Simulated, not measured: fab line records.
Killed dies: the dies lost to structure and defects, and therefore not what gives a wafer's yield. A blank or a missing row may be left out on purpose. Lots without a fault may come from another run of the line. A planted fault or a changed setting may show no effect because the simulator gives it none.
8D (eight disciplines) problem report, filled in by code -- flow sky130 -- the parts of the form that need people (team, actions taken, sign-off) are left out

1. WHAT IS WRONG
SPACER_CVD_00_THK at SKY_SPACER_THK_MEAS_01 reads a mean of 50.2 nm on 9 wafers of 3 lots; wafers without a fault read 42.8 nm with a standard deviation of 0.47. That puts it +16 standard deviations away from the usual mean.
First observed at day 27 13:49: wafer L473.3, on film-metro-03. Wafers with a number at this step in the record: 30, from 10 lots. By rule, "out" or "out of limits" means more than 4 standard deviations away from the usual mean. The other wafers with a number count as sound.

2. WHAT IT IS, AND WHAT IT ISN'T
question,is,is not
which readings at this step,SPACER_CVD_00_THK,-
which lots,"L473, L474, L475","L463, L466, L467, L468, L469, L470, L471"
which wafers of those lots,all that have a number,-
read on which gauges,"film-metro-03, film-metro-04",-
when,from day 27 13:49,up to then (21 sound wafers)

3. WHAT RULES OUT EACH SUSPECT
Counting: a tool at any process step up to the reading remains a suspect when it ran all the lots that are out and ran no sound lot after the first of those.
- ruled out: the gauge at SKY_SPACER_THK_MEAS_01. 2 gauges (film-metro-03, film-metro-04) read the wafers that are out.
- lpcvd-02 at SKY_SPACER_CVD_00 (deposits Si3N4 from DCS/NH3, target thk 43.1 nm, time 740 s): kept. All lots that are out passed through it, beginning with L473 at day 27 12:35, and no sound lot followed; its final sound lot before that point was L471 at day 26 06:50. On those wafers its own readings are out: spike-tc-bottom-C, spike-tc-centre-C, spike-tc-upper-C, susceptor-temp-C.
Remaining after the count: lpcvd-02 at SKY_SPACER_CVD_00.

4. THE CAUSE (what the simulator had put in)
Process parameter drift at SKY_SPACER_CVD_00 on lpcvd-02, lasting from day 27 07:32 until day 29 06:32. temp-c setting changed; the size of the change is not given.
After counting, this tool was the only one left.

5. THE CHAIN OF EFFECTS, in route order
One row per reading whose mean, taken over the struck wafers that have a number, lies over 3 standard deviations from the usual. Only readings for which the record gives a usual standard deviation are gone through. hours: the time from each lot's start at the first step in this table that gives one to its start at this step, as a median over the lots. sigmas: the change in usual standard deviations.
hours,step,reading,usual,on struck wafers,change,sigmas
0,SKY_SPACER_CVD_00,spike-tc-bottom-C,791.2 C,799.9,+8.7,+8.7
0,SKY_SPACER_CVD_00,spike-tc-centre-C,772.3 C,780.8,+8.5,+7.1
0,SKY_SPACER_CVD_00,spike-tc-lower-C,770.9 C,778.9,+8.0,+3.8
0,SKY_SPACER_CVD_00,spike-tc-top-C,783.0 C,791.3,+8.3,+4.2
0,SKY_SPACER_CVD_00,spike-tc-upper-C,770.4 C,779.4,+9.0,+9.0
0,SKY_SPACER_CVD_00,susceptor-temp-C,770.0 C,778.4,+8.4,+26
1,SKY_SPACER_THK_MEAS_01,SPACER_CVD_00_THK,42.8 nm,50.2,+7.4,+16
1,SKY_SPACER_ETCHBACK_02,oes-product-au,0.851 a.u.,0.933,+0.082,+11
The process steps in it:
- SKY_SPACER_CVD_00: deposits Si3N4 from DCS/NH3, target thk 43.1 nm, time 740 s.
- SKY_SPACER_ETCHBACK_02: etches Si3N4 in CH3F/O2, stops on SiO2, time 46.7 s, target depth 45 nm.
Later measuring or inspecting steps at which every struck wafer that the step has a row for has a number for every such reading, and none has moved that far: SKY_METAL1_THK_MEAS_06.

6. HOW IT WOULD HAVE BEEN CAUGHT EARLIER
In this record the first reading out of limits at a measuring or inspecting step was taken at day 27 13:49, 6 hours after the fault began at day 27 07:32.
At SKY_SPACER_CVD_00, the tool's own readings (spike-tc-bottom-C, spike-tc-centre-C, spike-tc-upper-C, susceptor-temp-C) were out on each struck wafer the step has a row for, so an alarm limit on them would have fired on the first such wafer.
Lots out: 3; of these, L474, L475 started SKY_SPACER_CVD_00 on lpcvd-02 after day 27 13:49. A hold on the tool at that time would have spared those 2.
